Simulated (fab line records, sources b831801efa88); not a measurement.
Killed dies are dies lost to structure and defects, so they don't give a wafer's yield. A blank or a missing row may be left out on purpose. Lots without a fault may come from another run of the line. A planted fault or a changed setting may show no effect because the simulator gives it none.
fab line records | flow gf180mcu | part 1 of 2: steps 1 to 25 of 35
record lots=5 wafers=15 last_day=34
route steps=602 shown POLY_GATE@161 HV_LDD@176
lots that met no fault: from a run of the same line without faults
start_h: hours from the record's first day to the start of the lot's first wafer shown | wait_h: hours since the lot's step before | " the same as in the row above | L1.1+2: a row that stands for several wafers | - no value, or no start given | * or withheld: withheld | < > ~ a bound
route shown NAME@n: a module of which the file shows steps, and the number in the route of the first | usual: mean/standard deviation of fault-free wafers | same: alike in all rows | chamber/n: place in a boat | sites: the reading at each site | _std_site: their standard deviation | _edge_site: outer sites' mean less inner sites' | radius_mm: how far each site lies from the wafer's centre | mask NAME#n: copy n | behind: the tool/chamber that last shaped the wafer | hold: why the lot was held/for how many hours/how that ended | device: the transistor (n, p or np) that didn't switch | end of line: the same wafers' tests at the end of the route | a step without rows: its recipe alone | killed: dies lost to structure and defects at the first sort, not the wafer's yield | map: a wafer's dies, x killed, . not, _ none there
set.NAME: the setting as run; set.NAME@STEP: as run at that earlier step | model.NAME: the simulator's own value behind a step, which no gauge read
lots at some steps of the route; a table a step, a row a wafer
services: from which hour (start_h, from the record's first day; less than 0 if before it) a tool's chamber was out of use, for how many hours, and why
## steps
# step GF_POLY_GATE_COAT_04
# recipe resist=BARC temp_c=withheld time_s=withheld spin_rpm=withheld resist_thk_nm=withheld
# usual dispense_pressure_kPa=53/3.4 exhaust_pa=45.0/0.88
# columns lot.wafer tool chamber start_h wait_h dispense_pressure_kPa exhaust_pa
L074.2 litho_track-03 0 187.40 0.1 51 44.3
L074.4 " 0 " " 51 43.6
L074.5 " 0 " " 51 44.4
L079.1 litho_track-02 0 223.55 0.1 50 45.1
L079.3 " 0 " " 50 44.3
L079.4 " 0 " " 50 44.9
L087.2 litho_track-03 0 277.24 0.1 51 45.6
L087.5 " 0 " " 51 44.6
L087.6 " 0 " " 51 45.0
L088.3 litho_track-02 0 289.95 0.1 50 44.9
L088.4 " 0 " " 50 46.1
L088.5 " 0 " " 50 44.1
L095.1 litho_track-02 0 335.95 0.1 50 44.9
L095.2 " 0 " " 50 45.1
L095.5 " 0 " " 50 44.6
# step GF_POLY_GATE_COAT_05
# recipe resist=KrF spin_rpm=withheld resist_thk_nm=700
# usual dispense_pressure_kPa=53/3.4 exhaust_pa=45.2/0.88
# columns lot.wafer tool chamber start_h wait_h dispense_pressure_kPa exhaust_pa
L074.2 litho_track-03 0 - - 51 44.4
L074.4 " 0 " " 51 44.7
L074.5 " 0 " " 51 46.1
L079.1 litho_track-02 0 - - 50 44.7
L079.3 " 0 " " 50 45.1
L079.4 " 0 " " 50 45.1
L087.2 litho_track-03 0 - - 51 43.1
L087.5 " 0 " " 51 44.6
L087.6 " 0 " " 51 46.2
L088.3 litho_track-02 0 - - 50 46.0
L088.4 " 0 " " 50 44.0
L088.5 " 0 " " 50 44.8
L095.1 litho_track-02 0 - - 50 46.5
L095.2 " 0 " " 50 43.1
L095.5 " 0 " " 50 44.4
# step GF_POLY_GATE_SOFTBAKE_06
# recipe temp_c=130 time_s=60 resist=KrF
# usual exhaust_pa=45.0/0.79
# same time_s=60
# columns lot.wafer tool chamber start_h wait_h exhaust_pa
L074.2 litho_track-03 0 - - 45.2
L074.4 " 0 " " 45.3
L074.5 " 0 " " 45.8
L079.1 litho_track-02 0 - - 46.3
L079.3 " 0 " " 44.6
L079.4 " 0 " " 45.9
L087.2 litho_track-03 0 - - 45.6
L087.5 " 0 " " 45.4
L087.6 " 0 " " 45.0
L088.3 litho_track-02 0 - - 43.9
L088.4 " 0 " " 44.6
L088.5 " 0 " " 44.7
L095.1 litho_track-02 0 - - 45.1
L095.2 " 0 " " 45.0
L095.5 " 0 " " 45.2
# step GF_POLY_GATE_EXPOSE_07
# recipe mask_id=Poly2 target_cd_nm=280 na=0.68 source_shape=conventional sigma_outer=0.6 dose_mj=28
# columns lot.wafer tool chamber start_h wait_h mask
L074.2+4+5 krf_scanner-02 0 - - Poly2#0
L079.1+3+4 krf_scanner-01 0 - - Poly2#0
L087.2+5+6 krf_scanner-02 0 - - Poly2#0
L088.3+4+5 krf_scanner-02 0 - - Poly2#0
L095.1+2+5 krf_scanner-02 0 - - Poly2#0
# step GF_POLY_GATE_PEB_08
# recipe peb_temp_c=135 peb_time_s=90 resist=KrF
# usual exhaust_pa=45.0/1
# columns lot.wafer tool chamber start_h wait_h exhaust_pa
L074.2 litho_track-03 0 - - 44.6
L074.4 " 0 " " 46.9
L074.5 " 0 " " 46.8
L079.1 litho_track-04 0 - - 44.3
L079.3 " 0 " " 44.8
L079.4 " 0 " " 43.5
L087.2 litho_track-02 0 - - 44.0
L087.5 " 0 " " 45.1
L087.6 " 0 " " 45.1
L088.3 litho_track-03 0 - - 43.4
L088.4 " 0 " " 44.8
L088.5 " 0 " " 44.0
L095.1 litho_track-02 0 - - 45.9
L095.2 " 0 " " 44.1
L095.5 " 0 " " 46.9
# step GF_POLY_GATE_DEVELOP_09
# recipe develop_time_s=60 resist=KrF dev_temp_c=21
# usual exhaust_pa=45.3/0.9
# columns lot.wafer tool chamber start_h wait_h exhaust_pa
L074.2 litho_track-03 0 196.55 0.2 44.9
L074.4 " 0 " " 45.1
L074.5 " 0 " " 44.8
L079.1 litho_track-04 0 232.50 0.2 44.2
L079.3 " 0 " " 46.0
L079.4 " 0 " " 45.3
L087.2 litho_track-02 0 286.62 0.2 46.5
L087.5 " 0 " " 43.7
L087.6 " 0 " " 44.7
L088.3 litho_track-03 0 300.27 0.1 44.0
L088.4 " 0 " " 45.8
L088.5 " 0 " " 45.0
L095.1 litho_track-02 0 347.35 0.2 45.5
L095.2 " 0 " " 47.0
L095.5 " 0 " " 44.8
# step GF_POLY_GATE_CD_MEAS_10
# recipe target_cd_nm=280
# usual cd_nm=279.6/1.4
# columns lot.wafer tool chamber start_h wait_h cd_nm
L074.2 cd_sem-02 - 196.69 0.1 277.3
L074.4 " - " " 278.4
L074.5 " - " " 277.7
L079.1 cd_sem-02 - 232.65 0.1 278.2
L079.3 " - " " 278.0
L079.4 " - " " 275.8
L087.2 cd_sem-01 - 286.77 0.1 280.8
L087.5 " - " " 281.1
L087.6 " - " " 281.0
L088.3 cd_sem-01 - 300.41 0.1 278.2
L088.4 " - " " 278.9
L088.5 " - " " 279.0
L095.1 cd_sem-01 - 347.50 0.1 278.6
L095.2 " - " " 279.3
L095.5 " - " " 280.0
# step GF_POLY_GATE_OVL_MEAS_11
# usual POLY_GATE_OVL=1/5.6
# columns lot.wafer tool chamber start_h wait_h POLY_GATE_OVL[nm]
L074.2 overlay-02 - 196.80 0.1 5
L074.4 " - " " 3
L074.5 " - " " 4
L079.1 overlay-01 - 232.77 0.1 5
L079.3 " - " " 11
L079.4 " - " " 5
L087.2 overlay-01 - 286.87 0.1 -11
L087.5 " - " " -16
L087.6 " - " " -11
L088.3 overlay-01 - 300.50 0.1 -2
L088.4 " - " " 0
L088.5 " - " " -4
L095.1 overlay-01 - 347.62 0.1 -7
L095.2 " - " " -1
L095.5 " - " " -7
# step GF_POLY_GATE_ETCH_12
# recipe chemistry=N2/H2 target_depth_a=withheld overetch_a=withheld time_s=withheld target=BARC ion_energy_ev=200 source_w=500 bias_w=100 pressure_mtorr=30 n2_flow_sccm=100 h2_flow_sccm=200
# usual chamber_pressure_mTorr=29.999/0.026 drypump_motor_current_A=5.6/0.52 oes_product_au=0.735/0.0053 throttle_valve_pct=13.213/0.0093
# columns lot.wafer tool chamber start_h wait_h chamber_pressure_mTorr drypump_motor_current_A oes_product_au throttle_valve_pct
L074.2 rie_diel-03 1 196.83 0.0 30.003 5.7 0.735 13.202
L074.4 " 2 " " 30.000 5.2 0.730 13.230
L074.5 " 0 " " 30.030 5.9 0.728 13.212
L079.1 rie_diel-04 0 232.81 0.0 29.998 6.2 0.738 13.201
L079.3 " 2 " " 29.976 6.1 0.730 13.205
L079.4 " 3 " " 30.024 5.5 0.733 13.208
L087.2 rie_diel-03 0 286.90 0.0 29.998 5.8 0.729 13.212
L087.5 " 0 " " 30.016 5.9 0.735 13.204
L087.6 " 3 " " 30.026 6.0 0.744 13.215
L088.3 rie_diel-02 3 300.53 0.0 30.020 6.4 0.729 13.207
L088.4 " 0 " " 30.024 4.6 0.737 13.228
L088.5 " 2 " " 30.064 5.5 0.739 13.217
L095.1 rie_diel-03 1 347.65 0.0 29.962 5.8 0.729 13.213
L095.2 " 3 " " 30.011 6.1 0.734 13.232
L095.5 " 2 " " 29.984 5.2 0.738 13.213
# step GF_POLY_GATE_ETCH_13
# recipe target=poly-Si target_depth_nm=198.5 stop_on=SiO2 over_etch_frac=0.403 chemistry=HBr/Cl2 icp_w=400 bias_w=100 pressure_mtorr=10 HBr_flow_sccm=150 Cl2_flow_sccm=50 time_s=69.6
# usual chamber_pressure_mTorr=10.000/0.0087 drypump_motor_current_A=5.6/0.42 oes_product_au=0.991/0.0063 throttle_valve_pct=33.684/0.0093
# same over_etch_frac=0.403 time_s=69.6
# columns lot.wafer tool chamber start_h wait_h chamber_pressure_mTorr drypump_motor_current_A oes_product_au rf_hours_counter_h throttle_valve_pct
L074.2 rie_si-02 0 196.88 - 10.012 6.1 0.985 3 33.698
L074.4 " 2 " " 9.996 5.8 0.981 38 33.665
L074.5 " 0 " " 10.006 6.1 0.990 - 33.689
L079.1 rie_si-02 1 232.86 - 10.000 4.9 0.986 4 33.682
L079.3 " 3 " " 10.001 5.3 0.987 30 33.678
L079.4 " 2 " " 10.001 5.8 1.003 38 33.689
L087.2 rie_si-02 0 286.96 - 9.997 6.1 0.993 4 33.684
L087.5 " 0 " " 9.991 6.1 0.998 - 33.699
L087.6 " 3 " " 9.995 5.3 1.004 - 33.683
L088.3 rie_si-02 1 300.58 - 10.006 4.9 0.995 5 33.709
L088.4 " 3 " " 9.992 5.3 0.990 31 33.681
L088.5 " 1 " " 10.009 4.9 0.988 - 33.686
L095.1 rie_si-02 0 347.70 - 9.991 6.1 0.987 4 33.677
L095.2 " 1 " " 9.995 4.9 0.989 5 33.663
L095.5 " 3 " " 10.009 5.4 0.994 - 33.690
# step GF_POLY_GATE_STRIP_14
# recipe chemistry=O2/N2 power_w=1400 pressure_mtorr=1500 platen_temp_c=250 o2_flow_sccm=3000 n2_flow_sccm=300 overash_fraction=0.5
# usual chamber_pressure_mTorr=1500.1/1.3 drypump_motor_current_A=5.70/0.19 heater_power_w=352/16 oes_product_au=0.506/0.0052
# columns lot.wafer tool chamber start_h wait_h chamber_pressure_mTorr drypump_motor_current_A heater_power_w oes_product_au rf_hours_counter_h
L074.2 plasma_asher-01 0 196.93 0.0 1498.9 5.65 362 0.507 57
L074.4 " 0 " " 1502.0 5.69 372 0.506 -
L074.5 " 0 " " 1501.2 5.67 368 0.504 -
L079.1 plasma_asher-01 1 232.92 0.0 1499.8 5.54 356 0.505 61
L079.3 " 1 " " 1501.6 5.55 362 0.500 -
L079.4 " 0 " " 1499.9 5.70 366 0.498 -
L087.2 plasma_asher-01 0 287.01 0.0 1499.3 5.68 371 0.508 66
L087.5 " 1 " " 1500.7 5.54 363 0.508 -
L087.6 " 0 " " 1500.8 5.68 366 0.505 -
L088.3 plasma_asher-03 1 300.66 0.1 1499.9 6.05 355 0.521 -
L088.4 " 0 " " 1500.5 5.49 331 0.502 -
L088.5 " 0 " " 1497.9 5.48 320 0.510 -
L095.1 plasma_asher-01 1 347.76 0.0 1501.0 5.54 361 0.504 72
L095.2 " 0 " " 1500.5 5.68 362 0.507 72
L095.5 " 1 " " 1499.4 5.54 360 0.502 -
# step GF_POLY_GATE_CLEAN_15
# recipe chemistry=SC1/SC2 mix=1:4:20 temp_c=70 time_s=150 dry=n2_spin
# usual temp_c=69.98/0.11
# same time_s=150
# columns lot.wafer tool chamber start_h wait_h temp_c
L074.2 wet_bench-01 0 197.03 0.1 69.92
L074.4 " 0 " " 70.07
L074.5 " 0 " " 70.00
L079.1 wet_bench-04 3 233.02 0.1 70.15
L079.3 " 3 " " 70.04
L079.4 " 3 " " 70.10
L087.2 wet_bench-01 3 287.11 0.1 70.09
L087.5 " 3 " " 69.90
L087.6 " 3 " " 70.19
L088.3 wet_bench-04 2 300.73 0.0 69.90
L088.4 " 2 " " 69.85
L088.5 " 2 " " 69.64
L095.1 wet_bench-01 3 347.86 0.1 69.93
L095.2 " 3 " " 69.95
L095.5 " 3 " " 70.17
# step GF_POLY_GATE_OXIDATION_16
# recipe temp_c=850 ambient=O2 stabilise_s=600 purge_s=300 target_thk_a=40 ox_time_s=899
# usual zone_power_upper_pct=16.2/1.7
# columns lot.wafer tool chamber start_h wait_h zone_power_upper_pct
L074.2 furnace-01 0 199.12 2.0 18.0
L074.4 " 0 " " 17.9
L074.5 " 0 " " 17.8
L079.1 furnace-01 0 233.19 0.1 18.0
L079.3 " 0 " " 18.0
L079.4 " 0 " " 18.4
L087.2 furnace-01 0 288.80 1.6 18.1
L087.5 " 0 " " 17.9
L087.6 " 0 " " 18.3
L088.3 furnace-01 0 301.51 0.7 18.1
L088.4 " 0 " " 18.2
L088.5 " 0 " " 17.9
L095.1 furnace-02 0 347.91 0.0 14.5
L095.2 " 0 " " 14.8
L095.5 " 0 " " 14.8
# step GF_POLY_GATE_THK_MEAS_17
# recipe reads=SiO2_of_POLY_GATE_OXIDATION_16
# usual POLY_GATE_OXIDATION_THK=3.98/0.077
# columns lot.wafer tool chamber start_h wait_h POLY_GATE_OXIDATION_THK[nm]
L074.2 film_metro-03 - 200.38 0.0 4.06
L074.4 " - " " 4.01
L074.5 " - " " 4.07
L079.1 film_metro-01 - 234.44 0.0 3.94
L079.3 " - " " 3.87
L079.4 " - " " 3.93
L087.2 film_metro-01 - 290.06 0.0 4.01
L087.5 " - " " 3.95
L087.6 " - " " 4.04
L088.3 film_metro-03 - 302.78 0.0 4.15
L088.4 " - " " 4.01
L088.5 " - " " 4.05
L095.1 film_metro-03 - 349.21 0.0 3.97
L095.2 " - " " 4.00
L095.5 " - " " 3.95
# step GF_POLY_GATE_CD_MEAS_18
# usual cd_nm=279.5/1.7
# columns lot.wafer tool chamber start_h wait_h cd_nm
L074.2 cd_sem-02 - 200.46 0.1 279.5
L074.4 " - " " 279.5
L074.5 " - " " 279.1
L079.1 cd_sem-01 - 234.50 0.1 276.5
L079.3 " - " " 278.5
L079.4 " - " " 275.5
L087.2 cd_sem-01 - 290.14 0.1 280.5
L087.5 " - " " 281.4
L087.6 " - " " 282.3
L088.3 cd_sem-02 - 302.88 0.1 279.4
L088.4 " - " " 278.9
L088.5 " - " " 279.1
L095.1 cd_sem-01 - 349.27 0.1 277.7
L095.2 " - " " 278.9
L095.5 " - " " 279.6
# step GF_HV_LDD_DEHYDRATE_00
# recipe temp_c=200 time_s=60
# usual exhaust_pa=45.0/0.9
# same time_s=60
# columns lot.wafer tool chamber start_h wait_h exhaust_pa
L074.2 litho_track-01 0 208.43 7.9 44.7
L074.4 " 0 " " 44.5
L074.5 " 0 " " 45.6
L079.1 litho_track-03 0 242.77 8.2 47.6
L079.3 " 0 " " 45.9
L079.4 " 0 " " 44.9
L087.2 litho_track-02 0 299.72 9.6 44.9
L087.5 " 0 " " 47.0
L087.6 " 0 " " 47.0
L088.3 litho_track-01 0 312.50 9.6 44.3
L088.4 " 0 " " 44.5
L088.5 " 0 " " 45.4
L095.1 litho_track-03 0 359.32 10.0 46.6
L095.2 " 0 " " 45.7
L095.5 " 0 " " 46.2
# step GF_HV_LDD_HMDS_01
# recipe prime_time_s=60 prime_temp_c=120
# usual exhaust_pa=45.0/0.84
# same prime_time_s=60
# columns lot.wafer tool chamber start_h wait_h exhaust_pa
L074.2 litho_track-01 0 208.58 0.1 45.5
L074.4 " 0 " " 45.9
L074.5 " 0 " " 45.7
L079.1 litho_track-03 0 242.92 0.1 45.8
L079.3 " 0 " " 45.3
L079.4 " 0 " " 45.6
L087.2 litho_track-02 0 299.87 0.1 44.6
L087.5 " 0 " " 44.6
L087.6 " 0 " " 43.2
L088.3 litho_track-01 0 312.65 0.1 44.2
L088.4 " 0 " " 45.1
L088.5 " 0 " " 45.1
L095.1 litho_track-03 0 359.47 0.1 45.2
L095.2 " 0 " " 45.2
L095.5 " 0 " " 46.0
# step GF_HV_LDD_COAT_02
# recipe resist=NOVOLAK spin_rpm=3000 resist_thk_nm=1000
# usual dispense_pressure_kPa=50.1/0.76 exhaust_pa=45.1/0.88
# columns lot.wafer tool chamber start_h wait_h dispense_pressure_kPa exhaust_pa
L074.2 litho_track-01 0 208.73 0.1 49.5 45.2
L074.4 " 0 " " 49.5 45.1
L074.5 " 0 " " 49.4 45.4
L079.1 litho_track-03 0 243.07 0.1 51.3 44.4
L079.3 " 0 " " 51.3 45.4
L079.4 " 0 " " 51.3 44.6
L087.2 litho_track-02 0 300.02 0.1 49.8 44.8
L087.5 " 0 " " 49.8 44.0
L087.6 " 0 " " 49.8 44.5
L088.3 litho_track-01 0 312.80 0.1 49.5 44.7
L088.4 " 0 " " 49.4 46.8
L088.5 " 0 " " 49.4 46.4
L095.1 litho_track-03 0 359.62 0.1 51.3 45.2
L095.2 " 0 " " 51.2 45.5
L095.5 " 0 " " 51.3 45.9
# step GF_HV_LDD_SOFTBAKE_03
# recipe temp_c=90 time_s=60 resist=NOVOLAK
# usual exhaust_pa=44.9/0.8
# same time_s=60
# columns lot.wafer tool chamber start_h wait_h exhaust_pa
L074.2 litho_track-01 0 208.88 0.1 44.9
L074.4 " 0 " " 44.8
L074.5 " 0 " " 43.9
L079.1 litho_track-03 0 243.22 0.1 44.9
L079.3 " 0 " " 45.2
L079.4 " 0 " " 44.9
L087.2 litho_track-02 0 300.17 0.1 45.4
L087.5 " 0 " " 45.1
L087.6 " 0 " " 44.0
L088.3 litho_track-01 0 312.95 0.1 45.0
L088.4 " 0 " " 45.3
L088.5 " 0 " " 44.4
L095.1 litho_track-03 0 359.77 0.1 45.6
L095.2 " 0 " " 43.7
L095.5 " 0 " " 44.3
# step GF_HV_LDD_EXPOSE_04
# recipe mask_id=Nplus_LV_AREA target_cd_nm=400 na=0.6 source_shape=conventional sigma_outer=0.6 dose_mj=140
# columns lot.wafer tool chamber start_h wait_h mask
L074.2+4+5 iline_stepper-01 0 - - Nplus_LV_AREA#0
L079.1+3+4 iline_stepper-02 0 - - Nplus_LV_AREA#0
L087.2+5+6 iline_stepper-01 0 - - Nplus_LV_AREA#0
L088.3+4+5 iline_stepper-02 0 - - Nplus_LV_AREA#0
L095.1+2+5 iline_stepper-01 0 - - Nplus_LV_AREA#0
# step GF_HV_LDD_PEB_05
# recipe temp_c=withheld time_s=* resist=NOVOLAK
# usual exhaust_pa=45.0/0.8
# same time_s=*
# columns lot.wafer tool chamber start_h wait_h exhaust_pa
L074.2 litho_track-03 0 - - 45.2
L074.4 " 0 " " 45.2
L074.5 " 0 " " 45.2
L079.1 litho_track-02 0 - - 44.4
L079.3 " 0 " " 44.2
L079.4 " 0 " " 44.3
L087.2 litho_track-03 0 - - 44.2
L087.5 " 0 " " 45.1
L087.6 " 0 " " 45.5
L088.3 litho_track-01 0 - - 45.7
L088.4 " 0 " " 45.2
L088.5 " 0 " " 43.7
L095.1 litho_track-03 0 - - 44.5
L095.2 " 0 " " 45.1
L095.5 " 0 " " 45.9
# step GF_HV_LDD_DEVELOP_06
# recipe develop_time_s=60 dev_temp_c=23
# usual exhaust_pa=44.8/1
# columns lot.wafer tool chamber start_h wait_h exhaust_pa
L074.2 litho_track-03 0 217.25 0.1 45.7
L074.4 " 0 " " 46.8
L074.5 " 0 " " 45.4
L079.1 litho_track-02 0 252.70 0.1 44.9
L079.3 " 0 " " 45.7
L079.4 " 0 " " 43.7
L087.2 litho_track-03 0 310.14 0.1 43.7
L087.5 " 0 " " 45.2
L087.6 " 0 " " 44.1
L088.3 litho_track-01 0 323.25 0.1 44.6
L088.4 " 0 " " 45.0
L088.5 " 0 " " 45.1
L095.1 litho_track-03 0 370.52 0.1 43.8
L095.2 " 0 " " 45.3
L095.5 " 0 " " 44.9
# step GF_HV_LDD_CD_MEAS_07
# recipe target_cd_nm=400
# usual cd_nm=399.6/2.4
# columns lot.wafer tool chamber start_h wait_h cd_nm
L074.2 cd_sem-02 - 217.39 0.1 396.8
L074.4 " - " " 399.9
L074.5 " - " " 400.4
L079.1 cd_sem-02 - 252.85 0.1 400.7
L079.3 " - " " 400.1
L079.4 " - " " 400.6
L087.2 cd_sem-02 - 310.29 0.1 399.5
L087.5 " - " " 402.4
L087.6 " - " " 401.1
L088.3 cd_sem-02 - 323.39 0.1 397.9
L088.4 " - " " 401.0
L088.5 " - " " 397.3
L095.1 cd_sem-01 - 370.67 0.1 401.4
L095.2 " - " " 404.7
L095.5 " - " " 403.4
# step GF_HV_LDD_OVL_MEAS_08
# usual HV_LDD_OVL=-0.4/1.4
# columns lot.wafer tool chamber start_h wait_h HV_LDD_OVL[nm]
L074.2 overlay-02 - 217.50 0.1 1.5
L074.4 " - " " 0.7
L074.5 " - " " 0.6
L079.1 overlay-01 - 252.97 0.1 -1.8
L079.3 " - " " -0.8
L079.4 " - " " 0.0
L087.2 overlay-01 - 310.40 0.1 -1.5
L087.5 " - " " -1.0
L087.6 " - " " -1.4
L088.3 overlay-01 - 323.48 0.1 0.5
L088.4 " - " " 0.8
L088.5 " - " " 0.2
L095.1 overlay-01 - 370.79 0.1 0.7
L095.2 " - " " 1.1
L095.5 " - " " 1.2
# step GF_HV_LDD_IMPLANT_09
# recipe species=As energy_kev=40 dose_cm2=1e+14 tilt_deg=7
# columns lot.wafer tool chamber start_h wait_h
L074.2+4+5 implanter-01 0 217.55 0.0
L079.1+3+4 implanter-02 0 253.01 0.0
L087.2+5+6 implanter-01 0 310.45 0.0
L088.3+4+5 implanter-01 0 323.55 0.1
L095.1+2+5 implanter-02 0 370.82 0.0
